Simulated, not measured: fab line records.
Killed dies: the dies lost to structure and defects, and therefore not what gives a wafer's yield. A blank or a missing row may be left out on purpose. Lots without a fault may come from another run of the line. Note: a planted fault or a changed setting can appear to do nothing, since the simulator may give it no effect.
Chamber matching + flow sky130 + rie_diel-03 running SKY_VIA2_ETCH_14: 4 sister chambers
The step etches BARC in N2/H2, stops on SiO2, time 45.9 s, target depth 60 nm. 4 wafers are shown with their chamber, then 7 later ones without.

## WAFERS PAIRED WITH THEIR CHAMBERS
| wafer  | chamber | drypump_motor_current_A (A) |
|--------|---------|-----------------------------|
| L084.2 | 3       | 6.5                         |
| L084.3 | 0       | 5.5                         |
| L088.2 | 2       | 6.4                         |
| L088.3 | 1       | 5.8                         |

## WAFERS WITH NO CHAMBER GIVEN
| wafer  | drypump_motor_current_A (A) |
|--------|-----------------------------|
| L088.5 | 6.5                         |
| L091.3 | 6.4                         |
| L091.4 | 5.9                         |
| L091.5 | 5.9                         |
| L094.3 | 5.5                         |
| L094.4 | 5.8                         |
| L094.5 | 6.4                         |

## EACH ONE'S CHAMBER
| wafer  | from the rows above     | in truth |
|--------|-------------------------|----------|
| L088.5 | can't be placed: 3 or 2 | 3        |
| L091.3 | can't be placed: 2 or 3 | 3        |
| L091.4 | 1                       | 1        |
| L091.5 | 1                       | 1        |
| L094.3 | 0                       | 0        |
| L094.4 | 1                       | 1        |
| L094.5 | can't be placed: 2 or 3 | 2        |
4 of 7 placed correctly. Not placeable from these rows: 3 (in 3, the candidates include the true chamber). 0 placed wrongly.
How it was worked out, from the rows above alone: a wafer's distance from a chamber is the root of the sum, over the readings, of the square of ((its reading less the chamber's mean) divided by the reading's scatter). If the next closest chamber is less than 2 further off than the closest, the wafer can't be placed; otherwise it belongs to the closest. Each chamber's mean is taken over the wafers shown for it. The scatter (one wafer shown for each chamber): square how far every hidden wafer sits from the nearest shown wafer, average those squares and take the square root.
